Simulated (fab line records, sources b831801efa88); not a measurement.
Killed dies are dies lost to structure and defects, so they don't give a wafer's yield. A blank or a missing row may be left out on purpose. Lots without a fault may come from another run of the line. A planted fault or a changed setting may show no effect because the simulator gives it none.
One fault seen from 2 desks | flow sky130 | each desk has only its own numbers; what lay behind them comes last

THE METROLOGY DESK
What the gauges read, lot by lot, whatever tool the lot ran on: means of the sampled wafers that have a number. A lot is out of limits, marked OUT, if its mean lies more than 4 standard deviations from the usual mean; the brackets give that distance.
Columns: A = cd_nm at SKY_SONOS_ONO_CD_MEAS_13, usual 410.3 nm
lot  | first seen here | A
L669 | day 12 07:49    | 413.2
L671 | day 12 19:08    | 413.2
L672 | day 13 04:19    | 410.5
L673 | day 13 14:43    | 408.1
L675 | day 14 03:50    | 411.7
L676 | day 14 13:42    | 410.2
L681 | day 16 00:07    | 407.5
L685 | day 17 12:08    | 409.8
L686 | day 17 21:07    | 408.3
L691 | day 19 16:01    | 410.4
L692 | day 19 23:59    | 407.3
This desk's finding: nothing out of limits on any of the 11 lots.

THE TOOL OWNER'S DESK: plasma_asher-04
The tool's own readings at SKY_VIA3_STRIP_16 (strips in O2/N2): means of the sampled wafers that have a number, for each lot that ran on this tool. A lot is out of limits, marked OUT, if its mean lies more than 4 standard deviations from the usual mean; the brackets give that distance.
Columns: A = chamber_pressure_mTorr at SKY_VIA3_STRIP_16, usual 1500.0 mTorr; B = drypump_motor_current_A at SKY_VIA3_STRIP_16, usual 5.7 A; C = oes_product_au at SKY_VIA3_STRIP_16, usual 0.401 a.u.; D = strip_time_to_endpoint_s at SKY_VIA3_STRIP_16, usual 4.122 s
lot  | first seen here | A      | B   | C     | D
L669 | day 39 08:58    | 1499.4 | 5.5 | 0.403 | 4.130
L673 | day 40 10:59    | 1499.9 | 5.8 | 0.403 | 4.114
L681 | day 42 19:56    | 1500.1 | 5.8 | 0.401 | 4.108
L685 | day 44 01:59    | 1500.5 | 5.5 | 0.398 | 4.094
This desk's finding: nothing out of limits on any of the 4 lots.

PUT TOGETHER
The metrology desk saw nothing out of limits.
The tool owner's desk saw nothing out of limits.

WHAT THE SIMULATOR HAD PUT IN
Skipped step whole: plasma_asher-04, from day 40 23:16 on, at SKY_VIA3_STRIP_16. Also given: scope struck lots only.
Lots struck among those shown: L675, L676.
